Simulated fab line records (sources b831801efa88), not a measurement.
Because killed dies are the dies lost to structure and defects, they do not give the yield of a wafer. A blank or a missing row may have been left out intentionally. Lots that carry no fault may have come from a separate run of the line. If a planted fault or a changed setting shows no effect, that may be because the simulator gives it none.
fab line records	flow sky130
record lots=10	wafers=30	last_day=50
route steps=708 shown CONTACT@406 METAL1@436 PAD_OPEN@708
lots that met no fault: taken from a fault-free run of the same line
start_h: hours from the record's first day to the start of the lot's first wafer shown	wait_h: how many hours have passed since the lot's step before this one	" as in the row above	L1.1+2: a row that stands for several wafers	- no value, or no start given	* or withheld: withheld	< > ~ a bound
route shown NAME@n: NAME is a module with steps in the file, n the number in the route of the first one	usual: mean/standard deviation of fault-free wafers	same: alike in all rows	chamber/n: place in a boat	sites: each site's reading	_std_site: standard deviation of those values	_edge_site: the outer-site mean with the inner-site mean subtracted	radius_mm: for every site, how far away it sits from the centre of the wafer	mask NAME#n: copy n	behind: tool/chamber where the wafer was last shaped	hold: what put the lot on hold/how long, in hours/how the hold closed	device: the n, p or np transistor that did not switch	end of line: at the end of the route, the tests of the same wafers	step lacking rows: just its recipe	killed: dies lost to structure and defects at the first sort, not the wafer's yield	map: per-die view of a wafer (x killed, . not killed, _ where there is no die)
set.NAME: the setting that was run; set.NAME@STEP: the one run at that earlier step	model.NAME: the simulator's own value behind a step, which no gauge read
steps of the route over a sample of lots; a table a step, a row a wafer
services: when a tool's chamber went out of use (start_h, in hours from the record's first day, below 0 if earlier), for how many hours, and the reason
## steps
# step SKY_CONTACT_CVD_00
# recipe material=Si3N4	target_thk_nm=75	temp_c=400	time_s=withheld	rf_w=450
# usual heater_power_w=724/74	susceptor_temp_C=400.00/0.19
lot.wafer	tool	chamber	start_h	wait_h	heater_power_w	susceptor_temp_C
L812.2	pecvd-03	2	695.03	0.0	590	400.07
L812.4	"	1	"	"	725	399.78
L812.5	"	2	"	"	611	399.97
L813.1	pecvd-02	2	708.64	0.0	662	400.00
L813.3	"	0	"	"	799	400.29
L813.6	"	0	"	"	775	399.93
L815.1	pecvd-02	1	715.26	0.0	735	399.77
L815.5	"	2	"	"	764	400.05
L815.6	"	1	"	"	754	399.98
L816.4	pecvd-03	0	728.59	0.0	772	400.05
L816.5	"	2	"	"	578	399.76
L816.6	"	1	"	"	745	399.92
L817.1	pecvd-01	0	766.39	0.0	585	399.90
L817.3	"	2	"	"	682	400.09
L817.5	"	0	"	"	599	400.08
L822.1	pecvd-03	0	782.04	0.0	740	400.07
L822.2	"	2	"	"	615	400.22
L822.5	"	1	"	"	683	399.71
L824.3	pecvd-01	1	792.63	0.0	850	399.87
L824.5	"	1	"	"	866	399.86
L824.6	"	0	"	"	646	399.84
L833.1	pecvd-01	1	858.82	0.0	865	399.97
L833.2	"	0	"	"	612	400.17
L833.3	"	2	"	"	596	399.93
L834.2	pecvd-02	1	870.16	0.0	739	400.03
L834.3	"	1	"	"	774	399.86
L834.6	"	1	"	"	756	399.98
L835.2	pecvd-03	1	879.58	0.0	757	399.80
L835.3	"	0	"	"	701	400.07
L835.5	"	0	"	"	704	400.08
# step SKY_CONTACT_THK_MEAS_01
# recipe reads=Si3N4_of_CONTACT_CVD_00
# usual CONTACT_CVD_00_THK=74.8/0.94
lot.wafer	tool	chamber	start_h	wait_h	CONTACT_CVD_00_THK[nm]
L812.2	film_metro-03	-	695.07	-	75.4
L812.4	"	-	"	"	76.1
L812.5	"	-	"	"	76.4
L813.1	film_metro-04	-	708.69	-	74.4
L813.3	"	-	"	"	76.1
L813.6	"	-	"	"	75.4
L815.1	film_metro-04	-	715.30	-	73.6
L815.5	"	-	"	"	74.4
L815.6	"	-	"	"	74.1
L816.4	film_metro-03	-	728.64	-	76.0
L816.5	"	-	"	"	76.2
L816.6	"	-	"	"	75.7
L817.1	film_metro-02	-	766.42	-	73.4
L817.3	"	-	"	"	72.9
L817.5	"	-	"	"	74.4
L822.1	film_metro-03	-	782.08	-	74.6
L822.2	"	-	"	"	74.3
L822.5	"	-	"	"	75.3
L824.3	film_metro-02	-	792.68	-	73.6
L824.5	"	-	"	"	75.2
L824.6	"	-	"	"	75.5
L833.1	film_metro-02	-	858.85	-	75.4
L833.2	"	-	"	"	74.8
L833.3	"	-	"	"	74.2
L834.2	film_metro-03	-	870.22	-	73.2
L834.3	"	-	"	"	75.5
L834.6	"	-	"	"	74.7
L835.2	film_metro-04	-	879.64	-	72.9
L835.3	"	-	"	"	74.2
L835.5	"	-	"	"	75.0
# step SKY_METAL1_SPUTTER_02
# recipe material=AlCu	target_thk_nm=250	power_w=10600	time_s=13.3	chamber_pressure_pa=0.4
# usual throttle_valve_pct=30.0/1
lot.wafer	tool	chamber	start_h	wait_h	throttle_valve_pct
L812.2	pvd_sputter-02	-	725.24	0.0	28.7
L812.4	"	-	"	"	30.3
L812.5	"	-	"	"	30.6
L813.1	pvd_sputter-03	-	739.17	0.0	31.9
L813.3	"	-	"	"	30.4
L813.6	"	-	"	"	29.3
L815.1	pvd_sputter-01	-	745.34	0.0	28.3
L815.5	"	-	"	"	29.6
L815.6	"	-	"	"	28.4
L816.4	pvd_sputter-02	-	757.76	0.0	30.1
L816.5	"	-	"	"	30.3
L816.6	"	-	"	"	28.9
L817.1	pvd_sputter-02	-	795.30	0.0	30.2
L817.3	"	-	"	"	30.7
L817.5	"	-	"	"	30.5
L822.1	pvd_sputter-02	-	811.74	0.0	30.2
L822.2	"	-	"	"	30.3
L822.5	"	-	"	"	30.2
L824.3	pvd_sputter-02	-	821.24	0.0	30.1
L824.5	"	-	"	"	28.9
L824.6	"	-	"	"	30.6
L833.1	pvd_sputter-02	-	886.60	0.0	30.2
L833.2	"	-	"	"	30.5
L833.3	"	-	"	"	28.5
L834.2	pvd_sputter-02	-	898.67	0.0	28.9
L834.3	"	-	"	"	30.5
L834.6	"	-	"	"	30.5
L835.2	pvd_sputter-03	-	907.80	0.0	29.5
L835.3	"	-	"	"	29.1
L835.5	"	-	"	"	31.9
# step SKY_METAL1_RS_MEAS_05
# recipe thk_meas_gauge=four-point-probe	reads=TiN_of_METAL1_SPUTTER_04+Ti_of_METAL1_SPUTTER_03+AlCu_of_METAL1_SPUTTER_02+TiN_of_METAL1_SPUTTER_01+Ti_of_METAL1_SPUTTER_00
# usual METAL1_ALCU_RS=0.1263/0.0015
lot.wafer	tool	chamber	start_h	wait_h	METAL1_ALCU_RS[ohm/sq]
L812.2	film_metro-02	-	725.35	0.0	0.1241
L812.4	"	-	"	"	0.1258
L812.5	"	-	"	"	0.1253
L813.1	film_metro-03	-	739.26	0.0	0.1259
L813.3	"	-	"	"	0.1248
L813.6	"	-	"	"	0.1268
L815.1	film_metro-03	-	745.43	0.0	0.1288
L815.5	"	-	"	"	0.1276
L815.6	"	-	"	"	0.1291
L816.4	film_metro-02	-	757.91	0.1	0.1281
L816.5	"	-	"	"	0.1268
L816.6	"	-	"	"	0.1259
L817.1	film_metro-01	-	795.39	0.0	0.1254
L817.3	"	-	"	"	0.1258
L817.5	"	-	"	"	0.1260
L822.1	film_metro-01	-	811.83	0.0	0.1289
L822.2	"	-	"	"	0.1305
L822.5	"	-	"	"	0.1299
L824.3	film_metro-01	-	821.37	0.1	0.1276
L824.5	"	-	"	"	0.1271
L824.6	"	-	"	"	0.1266
L833.1	film_metro-01	-	886.69	0.0	0.1716
L833.2	"	-	"	"	0.1280
L833.3	"	-	"	"	0.1279
L834.2	film_metro-03	-	898.78	0.0	0.1263
L834.3	"	-	"	"	0.1676
L834.6	"	-	"	"	0.1263
L835.2	film_metro-03	-	907.91	0.0	0.1227
L835.3	"	-	"	"	0.1224
L835.5	"	-	"	"	0.1223
# step SKY_METAL1_THK_MEAS_06
# recipe thk_meas_gauge=xrf	reads=AlCu_of_METAL1_SPUTTER_02
# usual METAL1_ALCU_THK=248/3.2
lot.wafer	tool	chamber	start_h	wait_h	METAL1_ALCU_THK[nm]
L812.2	film_metro-02	-	725.46	0.1	250
L812.4	"	-	"	"	248
L812.5	"	-	"	"	247
L813.1	film_metro-03	-	739.38	0.1	250
L813.3	"	-	"	"	253
L813.6	"	-	"	"	249
L815.1	film_metro-03	-	745.55	0.1	243
L815.5	"	-	"	"	245
L815.6	"	-	"	"	242
L816.4	film_metro-02	-	758.00	0.1	241
L816.5	"	-	"	"	245
L816.6	"	-	"	"	245
L817.1	film_metro-01	-	795.51	0.1	249
L817.3	"	-	"	"	250
L817.5	"	-	"	"	250
L822.1	film_metro-01	-	811.95	0.1	243
L822.2	"	-	"	"	242
L822.5	"	-	"	"	243
L824.3	film_metro-01	-	821.47	0.1	245
L824.5	"	-	"	"	247
L824.6	"	-	"	"	247
L833.1	film_metro-01	-	886.81	0.1	187
L833.2	"	-	"	"	246
L833.3	"	-	"	"	246
L834.2	film_metro-03	-	898.89	0.1	247
L834.3	"	-	"	"	189
L834.6	"	-	"	"	249
L835.2	film_metro-03	-	908.02	0.1	255
L835.3	"	-	"	"	257
L835.5	"	-	"	"	255
# step SKY_METAL1_DESCUM_17
# recipe chemistry=O2	source_power_w=150	bias_power_w=0	pressure_mtorr=10	temp_c=40	time_s=8
# usual drypump_motor_current_A=5.7/0.53	oes_product_au=0.997/0.009
lot.wafer	tool	chamber	start_h	wait_h	drypump_motor_current_A	oes_product_au	rf_hours_counter_h
L812.2	rie_metal-03	1	752.25	0.0	4.7	0.991	2
L812.4	"	1	"	"	4.7	0.986	-
L812.5	"	1	"	"	4.7	0.986	-
L813.1	rie_metal-02	1	766.20	0.0	5.4	1.002	10
L813.3	"	1	"	"	5.5	0.995	-
L813.6	"	1	"	"	5.5	0.999	-
L815.1	rie_metal-02	1	772.65	0.0	5.5	0.989	10
L815.5	"	1	"	"	5.5	0.997	-
L815.6	"	0	"	"	6.6	0.996	-
L816.4	rie_metal-04	1	785.56	0.0	6.0	1.001	-
L816.5	"	1	"	"	6.0	1.000	-
L816.6	"	0	"	"	6.0	0.982	-
L817.1	rie_metal-02	1	822.77	0.0	5.5	0.993	12
L817.3	"	1	"	"	5.5	0.997	-
L817.5	"	1	"	"	5.5	0.997	-
L822.1	rie_metal-02	1	839.64	0.0	5.5	0.990	13
L822.2	"	1	"	"	5.5	0.992	-
L822.5	"	1	"	"	5.5	0.998	-
L824.3	rie_metal-04	1	849.08	0.0	6.0	1.001	-
L824.5	"	1	"	"	6.0	1.004	-
L824.6	"	0	"	"	6.0	0.986	-
L833.1	rie_metal-02	1	913.37	0.0	5.5	1.016	18
L833.2	"	0	"	"	6.6	1.004	2
L833.3	"	1	"	"	5.5	0.999	-
L834.2	rie_metal-04	0	923.49	0.0	6.0	0.976	16
L834.3	"	0	"	"	6.0	0.993	-
L834.6	"	0	"	"	6.0	0.986	-
L835.2	rie_metal-02	0	932.95	0.0	6.6	1.010	3
L835.3	"	0	"	"	6.6	1.003	-
L835.5	"	0	"	"	6.6	1.005	-
# step SKY_METAL1_METAL_ETCH_19
# recipe target_depth_a=3600	stop_on=SiO2	over_etch_frac=0.3	time_s=78	chemistry=Cl2/BCl3	resist_sidewall_deg=88	pressure_mtorr=10	icp_w=900	bias_w=48.5	Cl2_flow_sccm=60	bcl3_flow_sccm=30
# usual drypump_motor_current_A=5.7/0.53	oes_product_au=0.855/0.0058	throttle_valve_pct=22.264/0.0092
lot.wafer	tool	chamber	start_h	wait_h	drypump_motor_current_A	oes_product_au	rf_hours_counter_h	throttle_valve_pct
L812.2	rie_metal-03	1	752.34	0.0	4.7	0.856	2	22.275
L812.4	"	1	"	"	4.7	0.858	-	22.266
L812.5	"	1	"	"	4.7	0.864	-	22.269
L813.1	rie_metal-02	1	766.29	0.0	5.4	0.856	10	22.264
L813.3	"	1	"	"	5.5	0.862	-	22.264
L813.6	"	1	"	"	5.5	0.857	-	22.275
L815.1	rie_metal-02	1	772.74	0.0	5.4	0.853	10	22.268
L815.5	"	1	"	"	5.4	0.853	-	22.259
L815.6	"	0	"	"	6.6	0.846	-	22.266
L816.4	rie_metal-04	1	785.67	0.1	6.0	0.845	-	22.263
L816.5	"	1	"	"	6.0	0.850	-	22.256
L816.6	"	0	"	"	6.0	0.856	-	22.273
L817.1	rie_metal-02	1	822.96	0.1	5.5	0.854	12	22.260
L817.3	"	1	"	"	5.5	0.862	-	22.264
L817.5	"	1	"	"	5.5	0.859	-	22.256
L822.1	rie_metal-02	1	839.83	0.1	5.5	0.853	13	22.258
L822.2	"	1	"	"	5.4	0.849	-	22.256
L822.5	"	1	"	"	5.4	0.846	-	22.253
L824.3	rie_metal-04	1	849.19	0.1	6.0	0.855	-	22.270
L824.5	"	1	"	"	6.0	0.860	-	22.271
L824.6	"	0	"	"	6.0	0.855	-	22.257
L833.1	rie_metal-02	1	913.46	0.0	5.5	0.795	18	22.267
L833.2	"	0	"	"	6.6	0.842	2	22.273
L833.3	"	1	"	"	5.5	0.848	-	22.251
L834.2	rie_metal-04	0	923.59	0.0	6.0	0.856	16	22.277
L834.3	"	0	"	"	6.1	0.800	-	22.255
L834.6	"	0	"	"	6.0	0.850	-	22.268
L835.2	rie_metal-02	0	933.04	0.0	6.6	0.839	3	22.265
L835.3	"	0	"	"	6.6	0.855	-	22.250
L835.5	"	0	"	"	6.6	0.852	-	22.264
# step SKY_PAD_OPEN_PROBE_99
# usual defect_limited_yield=82.5/1.9	killed_at_M0_to_M3=44/6.4	killed_at_M4_up=3.4/2.1	killed_at_contacts=23/5	killed_at_front_end=15/4.5	killed_at_other=0.3/0.54	killed_dies=86/9.5	killed_open=48/6.9	killed_short=38/5.9	sort_bin_3_pad_short=0.8/0.44	sort_bin_5_function=10.5/1.6	sort_bin_6_memory=6.1/1.1	sort_n_pass=406/9.5	sort_yield_pct=82.5/1.9
# same gross_dies=492	killed_at_back_side=0	sort_bin_4_leakage[%]=0	sort_bin_8_speed[%]=0
lot.wafer	tool	chamber	start_h	wait_h	defect_limited_yield[%]	killed_at_M0_to_M3	killed_at_M4_up	killed_at_contacts	killed_at_front_end	killed_at_other	killed_dies	killed_open	killed_short	sort_bin_3_pad_short[%]	sort_bin_5_function[%]	sort_bin_6_memory[%]	sort_n_pass	sort_yield_pct[%]
L824.3	prober-01	-	1140.76	0.2	80.1	51	5	29	13	0	98	55	43	0.2	13.4	6.3	394	80.1
L824.5	prober-01	-	1140.86	0.2	81.9	34	3	27	25	0	89	55	34	1.0	10.8	6.3	403	81.9
L824.6	prober-01	-	1140.91	0.2	86.6	29	2	19	16	0	66	37	29	0.6	8.1	4.7	426	86.6
# killed by level:class
L824.3 VIA1:geometric_particle:open=13 LI_CONTACT:geometric_particle:open=9 CONTACT:geometric_particle:open=9 VIA1:geometric_particle:short=7 VIA3:geometric_particle:open=6 VIA2:geometric_particle:open=6 FIELD_ISO:geometric_particle:short=5 CONTACT:geometric_particle:short=5
L824.5 LI_CONTACT:geometric_particle:open=11 VIA1:geometric_particle:open=10 FIELD_ISO:geometric_particle:open=8 FIELD_ISO:geometric_particle:short=7 CONTACT:geometric_particle:open=6 VIA3:geometric_particle:open=6 VIA2:geometric_particle:short=4 VIA2:geometric_particle:open=4
L824.6 LI_CONTACT:geometric_particle:open=8 POLY_GATE:geometric_particle:short=7 CONTACT:geometric_particle:open=7 VIA1:geometric_particle:open=7 METAL1:geometric_particle:short=5 FIELD_ISO:geometric_particle:open=3 LI_CONTACT:geometric_particle:short=3 METAL3:geometric_particle:short=3
## services
tool	chamber	start_h	hours	kind
rie_metal-04	-	671.48	4.3	pm
pecvd-01	-	676.90	0.7	repair
pecvd-02	1	698.87	3.5	repair
pvd_sputter-03	-	752.22	4.7	repair
pecvd-03	-	752.34	1.5	repair
pvd_sputter-03	-	768.96	12.4	repair
rie_metal-03	-	777.81	0.6	repair
rie_metal-02	-	789.98	0.7	repair
pvd_sputter-01	-	803.96	12.1	repair
rie_metal-02	0	805.95	20.4	repair
pvd_sputter-01	-	810.40	4.9	repair
pecvd-01	0	811.61	3.5	repair
pvd_sputter-02	-	824.34	1.9	repair
rie_metal-02	0	826.37	-	clean
rie_metal-02	0	826.37	15.4	scheduled_down
rie_metal-03	-	828.80	0.4	repair
pvd_sputter-03	-	852.95	9.3	repair
pecvd-03	2	867.04	14.5	repair
pecvd-01	-	874.39	6.0	pm
pvd_sputter-02	-	878.24	2.6	repair
pvd_sputter-02	-	878.65	4.5	repair
rie_metal-02	0	883.75	9.9	repair
pvd_sputter-01	-	901.17	3.3	repair
pecvd-03	-	929.57	2.3	repair
## key
first_sign step=SKY_METAL1_RS_MEAS_05	reading=METAL1_ALCU_RS	direction=up	sigmas=28	usual=0.1263	struck=0.1696
effect step=SKY_METAL1_THK_MEAS_06	reading=METAL1_ALCU_THK	direction=down	sigmas=19	usual=248	struck=188
effect step=SKY_METAL1_METAL_ETCH_19	reading=oes_product_au	direction=down	sigmas=9.9	usual=0.855	struck=0.798
met_at SKY_METAL1_SPUTTER_02
struck_lots L833,L834
struck_wafers L833.1,L834.3
not_acting_at SKY_CONTACT_CVD_00,SKY_CONTACT_THK_MEAS_01,SKY_METAL1_DESCUM_17
onset_between 725.24 886.60
fault kind=process_parameter_drift	tool=pvd_sputter-02	chamber=-	onset_h=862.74	steps=SKY_METAL1_SPUTTER_02	channel=time_s	offset=*	shape=step	end_h=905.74	acts_in=*	stated=*	scope=struck_wafers_only
